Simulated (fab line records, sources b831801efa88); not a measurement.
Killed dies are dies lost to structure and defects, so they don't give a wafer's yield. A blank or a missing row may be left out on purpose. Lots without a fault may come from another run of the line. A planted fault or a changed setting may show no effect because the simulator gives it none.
fab line records | flow sky130
record lots=14 wafers=42 last_day=50
route steps=708 shown FIELD_ISO@14 VT_ADJUST_PCH@152 SONOS_TUNNEL@166 LDD_N@254 SD_P@331 LI_CONTACT@365 CONTACT@411
lots that met no fault: from a run of the same line without faults
start_h: hours from the record's first day to the start of the lot's first wafer shown | wait_h: hours since the lot's step before | " the same as in the row above | L1.1+2: a row that stands for several wafers | - no value, or no start given | * or withheld: withheld | < > ~ a bound
route shown NAME@n: a module of which the file shows steps, and the number in the route of the first | usual: mean/standard deviation of fault-free wafers | same: alike in all rows | chamber/n: place in a boat | sites: the reading at each site | _std_site: their standard deviation | _edge_site: outer sites' mean less inner sites' | radius_mm: how far each site lies from the wafer's centre | mask NAME#n: copy n | behind: the tool/chamber that last shaped the wafer | hold: why the lot was held/for how many hours/how that ended | device: the transistor (n, p or np) that didn't switch | end of line: the same wafers' tests at the end of the route | a step without rows: its recipe alone | killed: dies lost to structure and defects at the first sort, not the wafer's yield | map: a wafer's dies, x killed, . not, _ none there
set.NAME: the setting as run; set.NAME@STEP: as run at that earlier step | model.NAME: the simulator's own value behind a step, which no gauge read
steps of the route over a sample of lots; a table a step, a row a wafer
services: from which hour (start_h, from the record's first day; less than 0 if before it) a tool's chamber was out of use, for how many hours, and why
## steps
# step SKY_FIELD_ISO_CD_MEAS_13
# recipe target_cd_nm=150
# usual cd_nm=150.2/1.6
# columns lot.wafer tool chamber start_h wait_h cd_nm
L131.1 cd_sem-02 - 28.04 - 151.6
L131.4 " - " " 150.6
L131.6 " - " " 150.7
L133.2 cd_sem-02 - 43.06 - 148.2
L133.4 " - " " 148.4
L133.5 " - " " 148.1
L135.1 cd_sem-02 - 51.69 - 148.7
L135.3 " - " " 148.5
L135.5 " - " " 148.6
L136.1 cd_sem-01 - 58.17 - 152.4
L136.5 " - " " 153.4
L136.6 " - " " 151.6
L143.2 cd_sem-01 - 90.86 - 145.8
L143.3 " - " " 148.1
L143.4 " - " " 148.1
L144.1 cd_sem-02 - 96.17 - 150.3
L144.2 " - " " 149.3
L144.3 " - " " 149.7
L145.1 cd_sem-02 - 101.22 - 151.7
L145.2 " - " " 151.9
L145.3 " - " " 152.5
L147.1 cd_sem-02 - 111.32 - 151.2
L147.2 " - " " 150.6
L147.5 " - " " 151.5
L148.1 cd_sem-02 - 117.67 - 149.4
L148.3 " - " " 148.8
L148.6 " - " " 149.1
L149.1 cd_sem-02 - 120.99 - 150.0
L149.4 " - " " 151.9
L149.6 " - " " 150.4
L150.1 cd_sem-02 - 126.67 - 152.4
L150.4 " - " " 153.8
L150.6 " - " " 152.9
L151.2 cd_sem-02 - 134.04 - 150.3
L151.5 " - " " 148.1
L151.6 " - " " 149.7
L153.1 cd_sem-02 - 150.24 - 149.0
L153.2 " - " " 149.6
L153.3 " - " " 148.9
L154.1 cd_sem-02 - 150.37 - 151.3
L154.3 " - " " 151.0
L154.6 " - " " 150.8
# step SKY_VT_ADJUST_PCH_STRIP_09
# recipe chemistry=O2/N2 power_w=1400 pressure_mtorr=1500 platen_temp_c=withheld o2_flow_sccm=3000 n2_flow_sccm=300 overash_fraction=0.5
# usual chamber_pressure_mTorr=1500.0/1.9 drypump_motor_current_A=5.5/0.32 oes_product_au=0.723/0.0043 strip_time_to_endpoint_s=36.98/0.094
# columns lot.wafer tool chamber start_h wait_h chamber_pressure_mTorr drypump_motor_current_A oes_product_au rf_hours_counter_h strip_time_to_endpoint_s
L131.1 plasma_asher-01 0 216.92 0.1 1500.4 5.6 0.722 52 37.00
L131.4 " 0 " " 1500.3 5.6 0.730 - 37.07
L131.6 " 0 " " 1500.4 5.6 0.722 - 37.10
L133.2 plasma_asher-01 0 239.62 0.1 1498.5 5.6 0.724 54 36.90
L133.4 " 0 " " 1498.7 5.6 0.721 - 37.00
L133.5 " 0 " " 1499.4 5.6 0.715 - 37.12
L135.1 plasma_asher-03 0 252.87 0.1 - - - - -
L135.3 " 0 " " - - - - -
L135.5 " 0 " " - - - - -
L136.1 plasma_asher-04 0 265.21 0.1 - - - - -
L136.5 " 0 " " - - - - -
L136.6 " 1 " " - - - - -
L143.2 plasma_asher-04 1 313.52 0.1 1499.9 5.3 0.723 63 36.91
L143.3 " 0 " " 1499.9 5.6 0.722 - 36.90
L143.4 " 1 " " 1500.3 5.3 0.725 - 36.97
L144.1 plasma_asher-03 1 317.06 0.1 1502.2 5.8 0.720 49 36.96
L144.2 " 0 " " 1498.4 5.9 0.727 49 36.98
L144.3 " 1 " " 1500.3 5.8 0.725 - 36.87
L145.1 plasma_asher-03 1 327.37 0.1 1499.8 5.8 0.724 50 37.07
L145.2 " 0 " " 1497.9 5.8 0.719 50 37.08
L145.3 " 0 " " 1503.1 5.9 0.721 - 37.04
L147.1 plasma_asher-04 1 365.32 0.1 1498.9 5.3 0.712 68 36.87
L147.2 " 0 " " 1498.9 5.5 0.730 68 36.99
L147.5 " 1 " " 1501.7 5.3 0.730 - 36.96
L148.1 plasma_asher-03 1 375.12 0.1 1498.0 5.8 0.720 55 37.03
L148.3 " 1 " " 1499.3 5.8 0.714 - 36.99
L148.6 " 0 " " 1499.8 5.8 0.723 - 36.90
L149.1 plasma_asher-04 0 375.47 0.1 1501.1 5.6 0.720 69 36.98
L149.4 " 0 " " 1500.9 5.5 0.726 - 36.88
L149.6 " 1 " " 1496.8 5.3 0.717 - 36.92
L150.1 plasma_asher-01 0 386.17 0.1 1500.9 5.6 0.724 69 36.95
L150.4 " 0 " " 1503.4 5.6 0.719 - 36.93
L150.6 " 1 " " 1501.0 4.9 0.725 - 37.00
L151.2 plasma_asher-04 1 395.46 0.1 1499.0 5.3 0.718 71 36.79
L151.5 " 0 " " 1500.7 5.5 0.726 - 36.80
L151.6 " 1 " " 1499.3 5.3 0.723 - 36.81
L154.1 plasma_asher-03 0 402.87 0.1 1501.4 5.9 0.716 57 37.00
L154.3 " 1 " " 1498.7 5.7 0.725 - 36.95
L154.6 " 0 " " 1500.0 5.9 0.720 - 36.95
L153.1 plasma_asher-04 1 404.47 0.1 1501.2 5.3 0.718 72 36.90
L153.2 " 0 " " 1499.9 5.5 0.715 72 36.96
L153.3 " 1 " " 1499.8 5.3 0.719 - 36.90
# step SKY_SONOS_TUNNEL_TW_MEAS_12
# usual SONOS_TUNNEL_TW=198.0/2.4
# columns lot.wafer tool chamber start_h wait_h SONOS_TUNNEL_TW
L131.1 film_metro-02 - 241.00 0.0 201.2
L131.4 " - " " 199.8
L131.6 " - " " 202.1
L133.2 film_metro-01 - 263.50 0.0 199.0
L133.4 " - " " 199.7
L133.5 " - " " 198.2
L135.1 film_metro-01 - 277.32 0.0 30.1
L135.3 " - " " 30.2
L135.5 " - " " 30.2
L136.1 film_metro-01 - 290.61 0.0 30.4
L136.5 " - " " 30.5
L136.6 " - " " 30.4
L143.2 film_metro-04 - 341.32 0.0 194.2
L143.3 " - " " 194.8
L143.4 " - " " 193.7
L144.1 film_metro-01 - 344.36 0.0 200.0
L144.2 " - " " 198.3
L144.3 " - " " 198.4
L145.1 film_metro-01 - 354.79 0.0 199.1
L145.2 " - " " 198.1
L145.3 " - " " 197.6
L147.1 film_metro-04 - 394.93 0.0 195.5
L147.2 " - " " 193.6
L147.5 " - " " 194.9
L148.1 film_metro-04 - 405.25 0.0 195.2
L148.3 " - " " 194.1
L148.6 " - " " 195.0
L149.1 film_metro-01 - 405.59 0.0 198.3
L149.4 " - " " 198.0
L149.6 " - " " 198.6
L150.1 film_metro-02 - 416.62 0.0 200.3
L150.4 " - " " 200.2
L150.6 " - " " 200.4
L151.2 film_metro-04 - 425.01 0.0 194.5
L151.5 " - " " 195.5
L151.6 " - " " 194.5
L154.1 film_metro-01 - 432.50 0.0 197.5
L154.3 " - " " 198.9
L154.6 " - " " 197.7
L153.1 film_metro-02 - 435.38 0.0 200.9
L153.2 " - " " 199.0
L153.3 " - " " 200.2
# step SKY_LDD_N_TW_MEAS_17
# usual LDD_N_TW=2594/28
# columns lot.wafer tool chamber start_h wait_h LDD_N_TW
L131.1 film_metro-02 - 391.57 0.1 2641
L131.4 " - " " 2639
L131.6 " - " " 2613
L133.2 film_metro-01 - 421.73 0.1 2612
L133.4 " - " " 2606
L133.5 " - " " 2601
L135.1 film_metro-01 - 435.67 0.1 2600
L135.3 " - " " 2602
L135.5 " - " " 2587
L136.1 film_metro-01 - 451.95 0.1 2598
L136.5 " - " " 2605
L136.6 " - " " 2589
L144.1 film_metro-02 - 507.30 0.1 2632
L144.2 " - " " 2628
L144.3 " - " " 2631
L143.2 film_metro-01 - 507.68 0.1 2590
L143.3 " - " " 2594
L143.4 " - " " 2589
L145.1 film_metro-02 - 524.70 0.1 2625
L145.2 " - " " 2629
L145.3 " - " " 2614
L147.1 film_metro-03 - 561.40 0.1 2568
L147.2 " - " " 2553
L147.5 " - " " 2566
L148.1 film_metro-02 - 586.42 0.1 2623
L148.3 " - " " 2613
L148.6 " - " " 2624
L149.1 film_metro-03 - 586.72 0.1 2550
L149.4 " - " " 2537
L149.6 " - " " 2532
L150.1 film_metro-02 - 587.62 0.1 2621
L150.4 " - " " 2634
L150.6 " - " " 2631
L151.2 film_metro-02 - 596.31 0.1 2617
L151.5 " - " " 2617
L151.6 " - " " 2614
L154.1 film_metro-03 - 599.57 0.1 2544
L154.3 " - " " 2542
L154.6 " - " " 2558
L153.1 film_metro-03 - 600.97 0.1 2565
L153.2 " - " " 2559
L153.3 " - " " 2575
# step SKY_SD_P_TW_MEAS_11
# usual SD_P_TW=2820/44
# columns lot.wafer tool chamber start_h wait_h SD_P_TW
L131.1 film_metro-03 - 577.43 0.1 2788
L131.4 " - " " 2781
L131.6 " - " " 2780
L133.2 film_metro-04 - 604.65 0.1 2788
L133.4 " - " " 2788
L133.5 " - " " 2794
L135.1 film_metro-03 - 618.63 0.1 2811
L135.3 " - " " 2803
L135.5 " - " " 2795
L136.1 film_metro-03 - 631.74 0.1 2769
L136.5 " - " " 2765
L136.6 " - " " 2771
L144.1 film_metro-02 - 690.78 0.1 2898
L144.2 " - " " 2878
L144.3 " - " " 2874
L143.2 film_metro-03 - 695.79 0.1 2764
L143.3 " - " " 2784
L143.4 " - " " 2780
L145.1 film_metro-03 - 698.58 0.1 2784
L145.2 " - " " 2802
L145.3 " - " " 2786
L147.1 film_metro-03 - 733.74 0.1 2822
L147.2 " - " " 2802
L147.5 " - " " 2799
L148.1 film_metro-04 - 761.84 0.1 2803
L148.3 " - " " 2784
L148.6 " - " " 2796
L150.1 film_metro-02 - 762.38 0.1 2874
L150.4 " - " " 2897
L150.6 " - " " 2881
L149.1 film_metro-04 - 762.68 0.1 2787
L149.4 " - " " 2805
L149.6 " - " " 2780
L151.2 film_metro-02 - 764.80 0.1 2873
L151.5 " - " " 2871
L151.6 " - " " 2890
L154.1 film_metro-02 - 766.94 0.1 2879
L154.3 " - " " 2884
L154.6 " - " " 2877
L153.1 film_metro-02 - 770.54 0.1 2852
L153.2 " - " " 2862
L153.3 " - " " 2867
# step SKY_LI_CONTACT_BOW_MEAS_03
# recipe mode=bow
# usual LI_CONTACT_BOW=57/6.7
# columns lot.wafer tool chamber start_h wait_h LI_CONTACT_BOW[um]
L131.1 film_metro-04 - 636.24 0.1 64
L131.4 " - " " 57
L131.6 " - " " 48
L133.2 film_metro-02 - 662.78 0.1 45
L133.4 " - " " 54
L133.5 " - " " 60
L135.1 film_metro-03 - 676.24 0.2 27
L135.3 " - " " 18
L135.5 " - " " 25
L136.1 film_metro-03 - 689.17 0.2 17
L136.5 " - " " 33
L136.6 " - " " 26
L144.1 film_metro-04 - 745.07 0.2 55
L144.2 " - " " 53
L144.3 " - " " 63
L143.2 film_metro-03 - 751.69 0.1 64
L143.3 " - " " 51
L143.4 " - " " 61
L145.1 film_metro-03 - 754.12 0.2 67
L145.2 " - " " 62
L145.3 " - " " 49
L147.1 film_metro-04 - 790.01 0.1 62
L147.2 " - " " 60
L147.5 " - " " 71
L148.1 film_metro-04 - 817.76 0.2 63
L148.3 " - " " 58
L148.6 " - " " 54
L150.1 film_metro-03 - 818.33 0.1 68
L150.4 " - " " 50
L150.6 " - " " 65
L149.1 film_metro-02 - 818.37 0.1 59
L149.4 " - " " 55
L149.6 " - " " 56
L151.2 film_metro-02 - 820.29 0.3 64
L151.5 " - " " 65
L151.6 " - " " 62
L154.1 film_metro-02 - 821.97 0.1 63
L154.3 " - " " 62
L154.6 " - " " 57
L153.1 film_metro-02 - 825.71 0.1 55
L153.2 " - " " 54
L153.3 " - " " 43
# step SKY_CONTACT_BOW_MEAS_05
# recipe mode=bow
# usual CONTACT_BOW=83/6.6
# columns lot.wafer tool chamber start_h wait_h CONTACT_BOW[um]
L131.1 film_metro-03 - 698.22 0.2 90
L131.4 " - " " 85
L131.6 " - " " 76
L133.2 film_metro-02 - 719.58 0.2 71
L133.4 " - " " 81
L133.5 " - " " 86
L135.1 film_metro-01 - 734.29 0.2 56
L135.3 " - " " 46
L135.5 " - " " 51
L136.1 film_metro-02 - 745.37 0.2 44
L136.5 " - " " 61
L136.6 " - " " 53
L144.1 film_metro-01 - 801.09 0.2 80
L144.2 " - " " 77
L144.3 " - " " 87
L143.2 film_metro-02 - 808.85 0.1 91
L143.3 " - " " 76
L143.4 " - " " 86
L145.1 film_metro-01 - 809.83 0.1 93
L145.2 " - " " 88
L145.3 " - " " 75
L147.1 film_metro-03 - 846.10 0.3 86
L147.2 " - " " 84
L147.5 " - " " 95
L148.1 film_metro-03 - 873.42 0.1 83
L148.3 " - " " 79
L148.6 " - " " 76
L150.1 film_metro-01 - 874.08 0.2 96
L150.4 " - " " 78
L150.6 " - " " 92
L149.1 film_metro-02 - 874.43 0.2 84
L149.4 " - " " 80
L149.6 " - " " 81
L151.2 film_metro-03 - 876.24 0.2 89
L151.5 " - " " 89
L151.6 " - " " 89
L154.1 film_metro-02 - 878.07 0.2 88
L154.3 " - " " 86
L154.6 " - " " 82
L153.1 film_metro-01 - 881.61 0.1 82
L153.2 " - " " 82
L153.3 " - " " 71
## services
# columns tool chamber start_h hours kind
plasma_asher-01 - 199.77 3.3 repair
plasma_asher-03 - 201.46 2.2 repair
plasma_asher-04 - 256.23 1.2 repair
plasma_asher-04 - 276.41 7.3 repair
plasma_asher-03 - 323.88 0.4 repair
plasma_asher-01 - 340.91 1.2 repair
## key
first_sign step=SKY_VT_ADJUST_PCH_STRIP_09 reading=tool_record direction=missing
effect step=SKY_SONOS_TUNNEL_TW_MEAS_12 reading=SONOS_TUNNEL_TW direction=down sigmas=70 usual=198.0 struck=30.3
effect step=SKY_LI_CONTACT_BOW_MEAS_03 reading=LI_CONTACT_BOW direction=down sigmas=4.9 usual=57 struck=24
effect step=SKY_CONTACT_BOW_MEAS_05 reading=CONTACT_BOW direction=down sigmas=4.7 usual=83 struck=52
met_at SKY_VT_ADJUST_PCH_STRIP_09
struck_lots L135,L136
sort_left_out L135.1,L135.3,L135.5,L136.1,L136.5,L136.6
tester_left_out L135,L136
not_acting_at SKY_FIELD_ISO_CD_MEAS_13,SKY_LDD_N_TW_MEAS_17,SKY_SD_P_TW_MEAS_11
fault kind=skipped_step_whole tool=plasma_asher-03,plasma_asher-04 chamber=- onset_h=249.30 steps=SKY_VT_ADJUST_PCH_STRIP_09 scope=struck_lots_only
# tester_left_out: of these lots the tester's yield and bins aren't shown, on N5 and GAA mostly nor the transistor test; their killed dies are dies lost to structure and defects alone, not to doping, threshold or leakage, so they don't give the yield
# sort_left_out: the simulated sort isn't trusted on such a fault, so these wafers' sort isn't shown, and their yield isn't known
